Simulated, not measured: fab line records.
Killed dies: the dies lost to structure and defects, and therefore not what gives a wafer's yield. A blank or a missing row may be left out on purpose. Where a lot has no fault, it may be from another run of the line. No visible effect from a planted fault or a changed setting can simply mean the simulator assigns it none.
One fault seen from 2 desks + flow sfq-line + each desk holds nothing but its own numbers, with what lay behind them at the end

FOR THE TOOL OWNER'S DESK: cmp-01
The tool's own readings at SFQ_TRILAYER_I7_CMP_CMP_184 (polishes SiO2): means of the sampled wafers that have a number, for each lot that ran on this tool. A lot is out of limits, marked OUT, if its mean lies more than 4 standard deviations from the usual mean; the brackets give that distance.
Columns: A = motor-current-A at SFQ_TRILAYER_I7_CMP_CMP_184, usual 10.3 A; B = platen-rpm at SFQ_TRILAYER_I7_CMP_CMP_184, usual 60.00 rpm; C = time-to-endpoint-s at SFQ_TRILAYER_I7_CMP_CMP_184, usual 216 s
| lot  | first seen here | A    | B     | C   |
|------|-----------------|------|-------|-----|
| L901 | day 63 09:41    | 10.9 | 60.05 | 214 |
| L909 | day 68 18:49    | 10.5 | 60.00 | 209 |
| L910 | day 68 21:49    | 11.1 | 59.99 | 200 |
| L913 | day 69 07:19    | 10.7 | 59.99 | 208 |
| L922 | day 75 13:55    | 11.3 | 59.98 | 217 |
This desk's verdict: no lot among the 5 shows anything out of limits.

THE METROLOGY DESK
What the gauges read, lot by lot, whatever tool the lot ran on: means of the sampled wafers that have a number. A lot is out of limits, marked OUT, if its mean lies more than 4 standard deviations from the usual mean; the brackets give that distance.
Columns: A = I7_BOW at SFQ_I7_BOW_MEAS_946, usual 5 um
| lot  | first seen here | A   |
|------|-----------------|-----|
| L901 | day 63 11:44    | -2  |
| L902 | day 63 19:53    | 8   |
| L904 | day 67 05:36    | 22  |
| L905 | day 67 18:52    | 15  |
| L907 | day 68 17:01    | 16  |
| L909 | day 68 21:49    | 31  |
| L910 | day 69 00:49    | 11  |
| L911 | day 69 01:56    | -5  |
| L912 | day 69 07:55    | 6   |
| L913 | day 69 09:49    | 7   |
| L918 | day 75 06:17    | 14  |
| L919 | day 75 09:17    | 11  |
| L920 | day 75 12:16    | -7  |
| L921 | day 75 15:16    | -6  |
| L922 | day 75 16:26    | -13 |
This desk's verdict: no lot among the 15 shows anything out of limits.

ALL TOGETHER
Nothing out of limits was seen by the tool owner's desk.
Metrology desk: nothing out of limits seen.

WHAT THE SIMULATOR PUT IN
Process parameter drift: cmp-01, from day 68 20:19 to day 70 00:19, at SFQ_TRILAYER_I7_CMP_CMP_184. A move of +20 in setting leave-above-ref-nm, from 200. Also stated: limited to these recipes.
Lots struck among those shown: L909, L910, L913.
